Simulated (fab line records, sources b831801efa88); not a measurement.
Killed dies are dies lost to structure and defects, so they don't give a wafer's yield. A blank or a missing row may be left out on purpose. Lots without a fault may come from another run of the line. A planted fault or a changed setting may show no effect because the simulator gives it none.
Chamber matching | flow sky130 | SKY_VIA2_CMP_24 on cmp-01: 4 sister chambers
The step polishes, stops on SiO2, t overpolish 20 s, target thk 0 nm. 14 wafers are shown with their chamber, then 7 later ones without.

WAFERS WITH THEIR CHAMBER
wafer  | chamber | motor_current_A (A) | overpolish_run_s (s) | time_to_endpoint_s (s)
L572.1 | 0       | 11.2                | 19.985               | 105
L572.4 | 3       | 10.9                | 20.005               | 103
L572.6 | 2       | 9.8                 | 19.994               | 101
L585.2 | 3       | 10.9                | 20.010               | 101
L585.5 | 0       | 11.8                | 20.001               | 103
L585.6 | 3       | 10.2                | 20.002               | 97
L589.1 | 1       | 11.0                | 19.994               | 104
L589.2 | 3       | 10.3                | 19.996               | 107
L589.4 | 2       | 10.2                | 20.001               | 104
L590.1 | 0       | 11.9                | 19.996               | 99
L590.3 | 1       | 11.3                | 20.013               | 100
L590.5 | 0       | 11.2                | 20.004               | 99
L593.1 | 0       | 12.5                | 19.981               | 100
L593.2 | 3       | 10.8                | 19.991               | 100

SIGNATURES (means of the wafers above)
reading            | chamber 0 | chamber 1 | chamber 2 | chamber 3 | scatter within a chamber
motor_current_A    | 11.720    | 11.150    | 10.000    | 10.620    | 0.422
overpolish_run_s   | 19.99340  | 20.00350  | 19.99750  | 20.00080  | 0.0091
time_to_endpoint_s | 101.20    | 102.00    | 102.50    | 101.60    | 3.11
Rule: a wafer's distance from a chamber is the root of the sum, over the readings, of the square of ((its reading less the chamber's mean) divided by the reading's scatter). The wafer belongs to the nearest chamber; if the next one is less than 2 further off, it can't be placed. The scatter: the root of (the sum of the squares of (reading less its chamber's mean) over the shown wafers, divided by (wafers less chambers)).

WAFERS WITHOUT THEIR CHAMBER
wafer  | motor_current_A (A) | overpolish_run_s (s) | time_to_endpoint_s (s)
L593.4 | 11.2                | 20.012               | 102
L595.2 | 9.7                 | 20.003               | 100
L595.3 | 10.7                | 20.003               | 104
L595.6 | 10.6                | 19.987               | 101
L594.1 | 10.6                | 20.003               | 95
L594.2 | 11.8                | 19.984               | 93
L594.3 | 10.1                | 19.999               | 96

WHICH CHAMBER EACH WENT THROUGH
wafer  | from the rows above               | in truth
L593.4 | can't be placed: 1 or 3 or 0      | 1
L595.2 | can't be placed: 2 or 3           | 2
L595.3 | can't be placed: 3 or 1 or 2 or 0 | 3
L595.6 | can't be placed: 3 or 2 or 1 or 0 | 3
L594.1 | can't be placed: 3 or 1 or 2 or 0 | 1
L594.2 | can't be placed: 0 or 1 or 3      | 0
L594.3 | can't be placed: 2 or 3 or 1      | 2
Placed correctly: 0 of 7. Can't be placed from these rows: 7 (the true chamber is among the candidates in 7). Placed wrongly: 0.
